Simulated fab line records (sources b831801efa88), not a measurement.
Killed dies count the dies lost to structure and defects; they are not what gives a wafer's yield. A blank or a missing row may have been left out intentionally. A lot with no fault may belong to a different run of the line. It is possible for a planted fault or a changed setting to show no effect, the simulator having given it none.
fab line records | flow sky130
record lots=6 | wafers=18 | last_day=49
route steps=708 shown VT_ADJUST_LVTN@116 VT_ADJUST_NCORE@119
lots that met no fault: taken from a fault-free run of the same line
start_h: start of the lot's first displayed wafer, in hours after the record's first day | wait_h: hours from the lot's prior step to this one | " the same as in the row above | L1.1+2: a row that stands for several wafers | - value missing, or start not given | * or withheld: withheld | < > ~ a bound
route shown NAME@n: names a module that has steps shown in the file, with the first one's number in the route | usual: mean/standard deviation taken from wafers without a fault | same: alike in all rows | chamber/n: place in a boat | sites: readings site by site | _std_site: standard deviation of those values | _edge_site: mean of outer sites minus mean of inner sites | radius_mm: for every site, how far away it sits from the centre of the wafer | mask NAME#n: copy n | behind: tool/chamber where the wafer was last shaped | hold: why the lot went on hold/how many hours it stayed there/how the hold came to an end | device: whichever transistor did not switch (one of n, p or np) | end of line: the same wafers' tests at the end of the route | a step with no rows: only its recipe | killed: not the wafer's yield, but the dies lost to structure and defects at the first sort | map: a wafer's dies, x killed, . not, _ none there
set.NAME: the setting that was run; set.NAME@STEP: the one run at that earlier step | model.NAME: the simulator's own value behind a step, which no gauge read
lots at some steps of the route; a table a step, a row a wafer
services: from which hour (start_h, from the record's first day; less than 0 if before it) a tool's chamber was out of use, for how many hours, and why
## steps
# step SKY_VT_ADJUST_LVTN_IMPLANT_19
# recipe species=B | energy_kev=30 | dose_cm2=6.5e+11 | tilt_deg=withheld
# step SKY_VT_ADJUST_LVTN_STRIP_20
# recipe chemistry=O2/N2 | power_w=1400 | pressure_mtorr=1500 | platen_temp_c=withheld | o2_flow_sccm=3000 | n2_flow_sccm=300 | overash_fraction=0.5
# usual chamber_pressure_mTorr=1500.1/1.4 | drypump_motor_current_A=5.9/0.51 | oes_product_au=0.716/0.0042 | strip_time_to_endpoint_s=14.18/0.039
lot.wafer | tool            | chamber | start_h | wait_h | chamber_pressure_mTorr | drypump_motor_current_A | oes_product_au | rf_hours_counter_h | strip_time_to_endpoint_s
L239.4    | plasma_asher-03 | 1       | 174.26  | 0.1    | 1502.0                 | 6.2                     | 0.717          | -                  | 14.15
L239.5    | "               | 1       | "       | "      | 1497.2                 | 6.2                     | 0.723          | -                  | 14.14
L239.6    | "               | 0       | "       | "      | 1499.3                 | 5.9                     | 0.713          | -                  | 14.12
L247.3    | plasma_asher-03 | 0       | 228.34  | 0.1    | 1499.2                 | 5.9                     | 0.715          | -                  | 14.15
L247.5    | "               | 1       | "       | "      | 1500.1                 | 6.2                     | 0.710          | -                  | 14.22
L247.6    | "               | 0       | "       | "      | 1500.7                 | 5.9                     | 0.721          | -                  | 14.19
L248.1    | plasma_asher-03 | 1       | 236.48  | 0.1    | 1499.7                 | 6.2                     | 0.717          | 53                 | 14.24
L248.2    | "               | 0       | "       | "      | 1499.4                 | 6.0                     | 0.723          | 53                 | 14.23
L248.4    | "               | 0       | "       | "      | 1499.3                 | 5.9                     | 0.719          | -                  | 14.27
L252.2    | plasma_asher-02 | 0       | 266.18  | 0.1    | 1501.7                 | 4.9                     | 0.722          | 45                 | 14.17
L252.3    | "               | 1       | "       | "      | 1499.4                 | 6.1                     | 0.716          | -                  | 14.14
L252.5    | "               | 0       | "       | "      | 1498.3                 | 5.0                     | 0.712          | -                  | 14.14
L254.2    | plasma_asher-01 | 1       | 280.22  | 0.1    | 1499.6                 | 5.8                     | 0.707          | 16                 | 14.18
L254.4    | "               | 1       | "       | "      | 1499.0                 | 5.8                     | 0.724          | -                  | 14.14
L254.5    | "               | 0       | "       | "      | 1500.8                 | 6.6                     | 0.705          | -                  | 14.20
L255.3    | plasma_asher-01 | 0       | 285.27  | 0.1    | 1501.2                 | 6.6                     | 0.724          | -                  | 14.19
L255.4    | "               | 1       | "       | "      | 1502.1                 | 5.8                     | 0.710          | -                  | 14.19
L255.5    | "               | 1       | "       | "      | 1501.7                 | 5.8                     | 0.719          | -                  | 14.21
# step SKY_VT_ADJUST_LVTN_TW_MEAS_21
# usual VT_ADJUST_LVTN_2_TW=187.6/1.8
lot.wafer | tool          | chamber | start_h | wait_h | VT_ADJUST_LVTN_2_TW
L239.4    | film_metro-01 | -       | 174.36  | 0.1    | 187.7
L239.5    | "             | -       | "       | "      | 185.8
L239.6    | "             | -       | "       | "      | 185.8
L247.3    | film_metro-01 | -       | 228.43  | 0.1    | 187.2
L247.5    | "             | -       | "       | "      | 187.0
L247.6    | "             | -       | "       | "      | 187.6
L248.1    | film_metro-01 | -       | 236.58  | 0.1    | 187.4
L248.2    | "             | -       | "       | "      | 187.1
L248.4    | "             | -       | "       | "      | 186.9
L252.2    | film_metro-01 | -       | 266.29  | 0.1    | 186.6
L252.3    | "             | -       | "       | "      | 186.8
L252.5    | "             | -       | "       | "      | 186.3
L254.2    | film_metro-01 | -       | 280.33  | 0.1    | 186.9
L254.4    | "             | -       | "       | "      | 186.5
L254.5    | "             | -       | "       | "      | 186.9
L255.3    | film_metro-02 | -       | 285.36  | 0.1    | 186.8
L255.4    | "             | -       | "       | "      | 186.5
L255.5    | "             | -       | "       | "      | 187.2
# step SKY_VT_ADJUST_NCORE_DEHYDRATE_00
# recipe temp_c=200 | time_s=60
# step SKY_VT_ADJUST_NCORE_HMDS_01
# recipe prime_time_s=60 | prime_temp_c=120
# step SKY_VT_ADJUST_NCORE_COAT_02
# recipe resist=NOVOLAK | spin_rpm=3000 | resist_thk_nm=1140
# step SKY_VT_ADJUST_NCORE_SOFTBAKE_03
# recipe temp_c=90 | time_s=60 | resist=NOVOLAK
# step SKY_VT_ADJUST_NCORE_EXPOSE_04
# recipe mask_id=LVTN_COMPLEMENT_THIN | na=0.6 | source_shape=conventional | sigma_outer=0.6 | polarization=unpolarized | target_cd_nm=380 | dose_mj=139
# step SKY_VT_ADJUST_NCORE_PEB_05
# recipe temp_c=withheld | time_s=* | resist=NOVOLAK
# step SKY_VT_ADJUST_NCORE_DEVELOP_06
# recipe resist=NOVOLAK | developer=TMAH | develop_time_s=60 | dev_temp_c=23
# step SKY_VT_ADJUST_NCORE_CD_MEAS_07
# recipe target_cd_nm=380
# usual cd_nm=380.3/2.9
lot.wafer | tool      | chamber | start_h | wait_h | cd_nm
L239.4    | cd_sem-01 | -       | 194.88  | 0.1    | 380.0
L239.5    | "         | -       | "       | "      | 379.8
L239.6    | "         | -       | "       | "      | 380.9
L247.3    | cd_sem-02 | -       | 251.39  | 0.1    | 379.7
L247.5    | "         | -       | "       | "      | 379.1
L247.6    | "         | -       | "       | "      | 382.9
L248.1    | cd_sem-01 | -       | 260.27  | 0.1    | 381.2
L248.2    | "         | -       | "       | "      | 380.4
L248.4    | "         | -       | "       | "      | 378.9
L252.2    | cd_sem-01 | -       | 290.52  | 0.1    | 381.7
L252.3    | "         | -       | "       | "      | 381.6
L252.5    | "         | -       | "       | "      | 382.3
L254.2    | cd_sem-01 | -       | 304.87  | 0.1    | 378.2
L254.4    | "         | -       | "       | "      | 379.1
L254.5    | "         | -       | "       | "      | 381.4
L255.3    | cd_sem-01 | -       | 311.06  | 0.1    | 385.2
L255.4    | "         | -       | "       | "      | 384.3
L255.5    | "         | -       | "       | "      | 387.1
# step SKY_VT_ADJUST_NCORE_OVL_MEAS_08
# usual VT_ADJUST_NCORE_OVL=0.7/1.3
lot.wafer | tool       | chamber | start_h | wait_h | VT_ADJUST_NCORE_OVL[nm]
L239.4    | overlay-01 | -       | 194.96  | 0.1    | -0.3
L239.5    | "          | -       | "       | "      | 0.7
L239.6    | "          | -       | "       | "      | 0.8
L247.3    | overlay-02 | -       | 251.49  | 0.1    | 2.2
L247.5    | "          | -       | "       | "      | 1.3
L247.6    | "          | -       | "       | "      | 1.5
L248.1    | overlay-01 | -       | 260.39  | 0.1    | 1.1
L248.2    | "          | -       | "       | "      | -0.2
L248.4    | "          | -       | "       | "      | -0.3
L252.2    | overlay-01 | -       | 290.63  | 0.1    | -0.6
L252.3    | "          | -       | "       | "      | -0.3
L252.5    | "          | -       | "       | "      | -0.8
L254.2    | overlay-02 | -       | 304.98  | 0.1    | 0.9
L254.4    | "          | -       | "       | "      | 2.7
L254.5    | "          | -       | "       | "      | 1.1
L255.3    | overlay-01 | -       | 311.16  | 0.1    | 2.8
L255.4    | "          | -       | "       | "      | 1.4
L255.5    | "          | -       | "       | "      | 2.3
# step SKY_VT_ADJUST_NCORE_IMPLANT_09
# recipe species=B | energy_kev=10 | dose_cm2=2.4e+12 | tilt_deg=withheld
# usual beam_energy_keV=9.999/0.0036 | beam_on_s=10.00/0.21 | implant_ion_amu=11/0
lot.wafer | tool         | chamber | start_h | wait_h | beam_energy_keV | beam_on_s | implant_ion_amu
L239.4    | implanter-01 | 0       | 195.06  | 0.1    | 10.003          | 10.23     | 11
L239.5    | "            | 0       | "       | "      | 10.008          | 9.98      | 11
L239.6    | "            | 0       | "       | "      | 10.005          | 9.86      | 11
L247.3    | implanter-02 | -       | 251.56  | 0.1    | -               | -         | -
L247.5    | "            | -       | "       | "      | -               | -         | -
L247.6    | "            | -       | "       | "      | -               | -         | -
L248.1    | implanter-03 | -       | 260.43  | 0.0    | -               | -         | -
L248.2    | "            | -       | "       | "      | -               | -         | -
L248.4    | "            | -       | "       | "      | -               | -         | -
L252.2    | implanter-03 | 0       | 290.69  | 0.0    | 10.000          | 10.09     | 11
L252.3    | "            | 0       | "       | "      | 9.995           | 10.13     | 11
L252.5    | "            | 0       | "       | "      | 9.996           | 9.92      | 11
L254.2    | implanter-03 | 0       | 305.04  | 0.0    | 9.999           | 10.19     | 11
L254.4    | "            | 0       | "       | "      | 10.000          | 10.05     | 11
L254.5    | "            | 0       | "       | "      | 9.996           | 10.27     | 11
L255.3    | implanter-01 | 0       | 311.23  | 0.1    | 9.996           | 10.09     | 11
L255.4    | "            | 0       | "       | "      | 9.998           | 10.20     | 11
L255.5    | "            | 0       | "       | "      | 9.998           | 9.79      | 11
# step SKY_VT_ADJUST_NCORE_STRIP_10
# recipe chemistry=O2/N2 | power_w=1400 | pressure_mtorr=1500 | platen_temp_c=withheld | o2_flow_sccm=3000 | n2_flow_sccm=300 | overash_fraction=0.5
# usual chamber_pressure_mTorr=1499.9/1.3 | drypump_motor_current_A=5.9/0.54 | oes_product_au=0.716/0.0044 | strip_time_to_endpoint_s=14.19/0.04
lot.wafer | tool            | chamber | start_h | wait_h | chamber_pressure_mTorr | drypump_motor_current_A | oes_product_au | rf_hours_counter_h | strip_time_to_endpoint_s
L239.4    | plasma_asher-03 | 1       | 195.16  | 0.1    | 1498.1                 | 6.2                     | 0.717          | -                  | 14.17
L239.5    | "               | 0       | "       | "      | 1499.5                 | 5.9                     | 0.713          | -                  | 14.21
L239.6    | "               | 1       | "       | "      | 1501.2                 | 6.2                     | 0.724          | -                  | 14.16
L247.3    | plasma_asher-04 | 1       | 251.69  | 0.1    | 1499.1                 | 5.8                     | 0.722          | -                  | 14.18
L247.5    | "               | 0       | "       | "      | 1501.3                 | 6.6                     | 0.713          | -                  | 14.20
L247.6    | "               | 1       | "       | "      | 1500.7                 | 5.8                     | 0.710          | -                  | 14.22
L248.1    | plasma_asher-04 | 1       | 260.58  | 0.1    | 1500.1                 | 5.8                     | 0.713          | 58                 | 14.28
L248.2    | "               | 0       | "       | "      | 1500.9                 | 6.6                     | 0.718          | 58                 | 14.31
L248.4    | "               | 0       | "       | "      | 1500.2                 | 6.6                     | 0.715          | -                  | 14.29
L252.2    | plasma_asher-04 | 0       | 290.81  | 0.1    | 1498.9                 | 6.6                     | 0.721          | 60                 | 14.14
L252.3    | "               | 1       | "       | "      | 1499.8                 | 5.8                     | 0.714          | -                  | 14.15
L252.5    | "               | 1       | "       | "      | 1497.4                 | 5.8                     | 0.714          | -                  | 14.17
L254.2    | plasma_asher-04 | 0       | 305.16  | 0.1    | 1499.9                 | 6.6                     | 0.715          | 62                 | 14.21
L254.4    | "               | 1       | "       | "      | 1499.8                 | 5.8                     | 0.715          | -                  | 14.22
L254.5    | "               | 0       | "       | "      | 1500.0                 | 6.6                     | 0.722          | -                  | 14.22
L255.3    | plasma_asher-03 | 0       | 311.36  | 0.1    | 1498.4                 | 6.0                     | 0.714          | -                  | 14.18
L255.4    | "               | 1       | "       | "      | 1498.7                 | 6.2                     | 0.711          | -                  | 14.19
L255.5    | "               | 1       | "       | "      | 1498.7                 | 6.2                     | 0.716          | -                  | 14.17
# step SKY_VT_ADJUST_NCORE_TW_MEAS_11
# usual VT_ADJUST_NCORE_TW=217.9/1.9
lot.wafer | tool          | chamber | start_h | wait_h | VT_ADJUST_NCORE_TW
L239.4    | film_metro-02 | -       | 195.26  | 0.1    | 217.7
L239.5    | "             | -       | "       | "      | 218.1
L239.6    | "             | -       | "       | "      | 218.5
L247.3    | film_metro-01 | -       | 251.78  | 0.1    | 29.4
L247.5    | "             | -       | "       | "      | 29.4
L247.6    | "             | -       | "       | "      | 29.4
L248.1    | film_metro-02 | -       | 260.68  | 0.1    | 29.8
L248.2    | "             | -       | "       | "      | 29.6
L248.4    | "             | -       | "       | "      | 29.8
L252.2    | film_metro-02 | -       | 290.92  | 0.1    | 218.7
L252.3    | "             | -       | "       | "      | 217.4
L252.5    | "             | -       | "       | "      | 218.5
L254.2    | film_metro-02 | -       | 305.27  | 0.1    | 219.3
L254.4    | "             | -       | "       | "      | 219.1
L254.5    | "             | -       | "       | "      | 218.3
L255.3    | film_metro-01 | -       | 311.45  | 0.1    | 218.0
L255.4    | "             | -       | "       | "      | 216.9
L255.5    | "             | -       | "       | "      | 217.6
## services
tool            | chamber | start_h | hours | kind
plasma_asher-02 | -       | 155.12  | 2.2   | repair
plasma_asher-03 | -       | 156.42  | 13.1  | repair
implanter-01    | -       | 158.94  | 7.6   | repair
plasma_asher-03 | -       | 168.40  | 0.4   | repair
implanter-01    | -       | 183.72  | 6.3   | repair
implanter-02    | -       | 194.94  | 1.6   | repair
plasma_asher-03 | -       | 213.50  | 2.7   | repair
implanter-01    | -       | 251.33  | 5.2   | pm
plasma_asher-01 | -       | 255.79  | 0.8   | repair
plasma_asher-01 | -       | 257.47  | 2.8   | pm
implanter-03    | -       | 283.06  | 2.9   | pm
plasma_asher-03 | -       | 306.54  | 2.8   | pm
implanter-03    | -       | 306.75  | 1.8   | repair
## key
first_sign step=SKY_VT_ADJUST_NCORE_IMPLANT_09 | reading=tool_record | direction=missing
effect step=SKY_VT_ADJUST_NCORE_TW_MEAS_11 | reading=VT_ADJUST_NCORE_TW | direction=down | sigmas=98 | usual=217.9 | struck=29.6
met_at SKY_VT_ADJUST_NCORE_IMPLANT_09
struck_wafers L247.3,L247.5,L247.6,L248.1,L248.2,L248.4
later_rows_left_out L247.3,L247.5,L247.6,L248.1,L248.2,L248.4
sort_left_out L247.3,L247.5,L247.6,L248.1,L248.2,L248.4
tester_left_out L247,L248
fault kind=skipped_step_whole | tool=implanter-02,implanter-03 | chamber=- | onset_h=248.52 | steps=SKY_VT_ADJUST_NCORE_IMPLANT_09 | scope=struck_lots_only
# tester_left_out: of these lots the tester's yield and bins aren't shown, on N5 and GAA mostly nor the transistor test; their killed dies are dies lost to structure and defects alone, not to doping, threshold or leakage, so they don't give the yield
# sort_left_out: the simulated sort isn't trusted on such a fault, so these wafers' sort isn't shown, and their yield isn't known
# later_rows_left_out: the simulator's readings of these wafers behind a module that went badly wrong aren't trusted and aren't shown, but for the sort
